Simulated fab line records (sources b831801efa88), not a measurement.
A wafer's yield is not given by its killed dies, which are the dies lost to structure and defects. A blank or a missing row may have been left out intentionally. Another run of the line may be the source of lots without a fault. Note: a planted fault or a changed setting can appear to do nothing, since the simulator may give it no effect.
Which tool is to blame? ; flow gf180mcu ; Sampling: 6 lots, 18 wafers, 2 of 602 route steps

WHAT THE GAUGES READ, wafer by wafer
GF_HV_LDD_THK_MEAS_55.
lot;measured;on;HV_LDD_CVD_54_THK (nm)
L305;day 13 08:55;film metro-04;9.99 9.82 9.89
L308;day 14 05:44;film metro-03;9.87 9.89 10.00
L310;day 15 01:11;film metro-04;10.06 9.99 9.96
L312;day 15 22:11;film metro-01;10.06 9.83 9.99
L320;day 18 11:35;film metro-01;6.58 6.60 6.60
L323;day 19 10:43;film metro-01;10.06 9.78 9.87

TOOL THAT RAN EACH LOT (tool first, then ch and the chambers of the sampled wafers, then the start)
lot;GF_HV_LDD_CVD_54
L305;lpcvd-02 ch 0, day 13 07:51
L308;lpcvd-02 ch 0, day 14 04:43
L310;lpcvd-02 ch 1, day 15 00:10
L312;lpcvd-02 ch 1, day 15 21:09
L320;lpcvd-01 ch 0, day 18 10:33
L323;lpcvd-02 ch 0, day 19 09:42
- GF_HV_LDD_CVD_54: deposits SiO2 from TEOS, target thk 10 nm, time 75 s.

THE ANSWER, worked out from the rows above alone
Rule: the lots themselves supply what counts as usual. The widest of any qualifying gaps counts: lots, ordered by their means at a reading, are off when they make up no more than a third of the lots, leave a main group of 4 or more, and stand apart from it by 3 or more times the standard deviation of that group's means. A main group whose means are all the same, to the digits that the tables above print for the reading, isn't used. Also off: a lot with no number at a reading for which 4 or more lots have one. The other lots that the step has rows for count as sound.
Off: L320, at GF_HV_LDD_THK_MEAS_55 (HV_LDD_CVD_54_THK). Main group: mean 9.94 nm, sd 0.039.
A tool fits if, at a process step before that reading, it ran every lot that is off, and no sound lot after the first of them. Gauges at GF_HV_LDD_THK_MEAS_55: tried the same way as those tools. One fits: GF_HV_LDD_CVD_54 on lpcvd-01. It ran no sound lot before its first lot that is off in this sample, so the start can't be narrowed down.

WHAT THE SIMULATOR PUT IN
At GF_HV_LDD_CVD_54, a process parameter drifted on lpcvd-01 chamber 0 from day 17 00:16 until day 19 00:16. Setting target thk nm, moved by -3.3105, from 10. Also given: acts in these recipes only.
Shown lots that were struck: L320. Same finding as the rule above.
